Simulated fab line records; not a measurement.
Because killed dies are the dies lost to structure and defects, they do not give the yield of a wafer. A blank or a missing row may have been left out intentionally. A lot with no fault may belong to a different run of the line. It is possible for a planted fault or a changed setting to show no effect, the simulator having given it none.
Which of the tools did it?    flow gf180mcu    11 lots with 33 wafers sampled at 4 steps, on a route of 602 steps

== WHAT EACH GAUGE READ, for each wafer ==
GF_V1_RS_MEAS_24: uses a four-point probe to measure.
lot   measured      on             V1_W_RS (ohm/sq)
L272  day 18 20:02  film_metro-01  0.324 0.324 0.323
L278  day 21 08:19  film_metro-04  0.212 0.213 0.322
L279  day 21 10:55  film_metro-04  0.214 0.215 0.325
L285  day 24 01:20  film_metro-04  0.328 0.326 0.328
L284  day 24 02:59  film_metro-03  0.326 0.326 0.326
L286  day 24 05:52  film_metro-04  0.330 0.327 0.332
L287  day 24 12:46  film_metro-01  0.320 0.321 0.325
L288  day 24 20:41  film_metro-03  0.330 0.320 0.318
L290  day 25 01:58  film_metro-03  0.316 0.325 0.318
L292  day 25 14:16  film_metro-03  0.323 0.319 0.326
L294  day 26 00:16  film_metro-03  0.321 0.323 0.322

== TOOL THAT RAN EACH LOT (tool first, then ch and the chambers of the sampled wafers, then the start) ==
lot   GF_CONTACT_CVD_24              GF_M1_SPUTTER_01              GF_V1_CVD_23
L272  cvd_w-02 ch 0, day 16 19:19    pvd_sputter-03, day 16 20:05  cvd_w-02 ch 0, day 18 19:56
L278  cvd_w-02 ch 0,1, day 19 04:49  pvd_sputter-01, day 19 05:43  cvd_w-02 ch 0, day 21 08:11
L279  cvd_w-02 ch 0,1, day 19 08:01  pvd_sputter-03, day 19 08:52  cvd_w-02 ch 0,1, day 21 10:47
L285  cvd_w-02 ch 0,1, day 21 23:42  pvd_sputter-01, day 22 00:23  cvd_w-01 ch 0,1, day 24 01:12
L284  cvd_w-02 ch 0,1, day 22 02:17  pvd_sputter-01, day 22 02:58  cvd_w-01 ch 0,1, day 24 02:52
L286  cvd_w-01 ch 0,1, day 22 04:23  pvd_sputter-04, day 22 05:04  cvd_w-02 ch 0,1, day 24 05:42
L287  cvd_w-02 ch 0,1, day 22 10:41  pvd_sputter-04, day 22 11:22  cvd_w-02 ch 0,1, day 24 12:40
L288  cvd_w-01 ch 0,1, day 22 20:26  pvd_sputter-03, day 22 21:07  cvd_w-02 ch 0,1, day 24 20:34
L290  cvd_w-02 ch 1, day 23 01:20    pvd_sputter-04, day 23 02:07  cvd_w-02 ch 0,1, day 25 01:52
L292  cvd_w-02 ch 1, day 23 15:08    pvd_sputter-04, day 23 16:02  cvd_w-02 ch 0,1, day 25 14:08
L294  cvd_w-02 ch 1, day 24 01:13    pvd_sputter-01, day 24 02:11  cvd_w-02 ch 0,1, day 26 00:08
- GF_CONTACT_CVD_24: deposits W, target thk 300 nm, time 90.339 s.
- GF_M1_SPUTTER_01: material TiN, target thk 30 nm, time 25 s.
- GF_V1_CVD_23: deposits W, target thk 350 nm, time 105.05 s.

== THE ANSWER, worked out from the rows above alone ==
Rule: what is usual is taken from the lots themselves. The widest of any qualifying gaps counts: lots, ordered by their means at a reading, are off when they make up no more than a third of the lots, leave a main group of 4 or more, and stand apart from it by 3 or more times the standard deviation of that group's means. Not used: any main group whose means are identical at the precision the tables above print for the reading. A lot without any number at a reading at which 4 lots or more have one is off too. Where the step has rows for the other lots, those lots are counted as sound.
Off: at GF_V1_RS_MEAS_24 (V1_W_RS), L278, L279. The main group has a mean of 0.324 ohm/sq with a standard deviation of 0.0029.
A tool fits if, at a process step before that reading, it ran every lot that is off, and no sound lot after the first of them. The gauges at GF_V1_RS_MEAS_24 are tried like those tools. Of those tried, none fits.

== WHAT THE SIMULATOR PUT IN ==
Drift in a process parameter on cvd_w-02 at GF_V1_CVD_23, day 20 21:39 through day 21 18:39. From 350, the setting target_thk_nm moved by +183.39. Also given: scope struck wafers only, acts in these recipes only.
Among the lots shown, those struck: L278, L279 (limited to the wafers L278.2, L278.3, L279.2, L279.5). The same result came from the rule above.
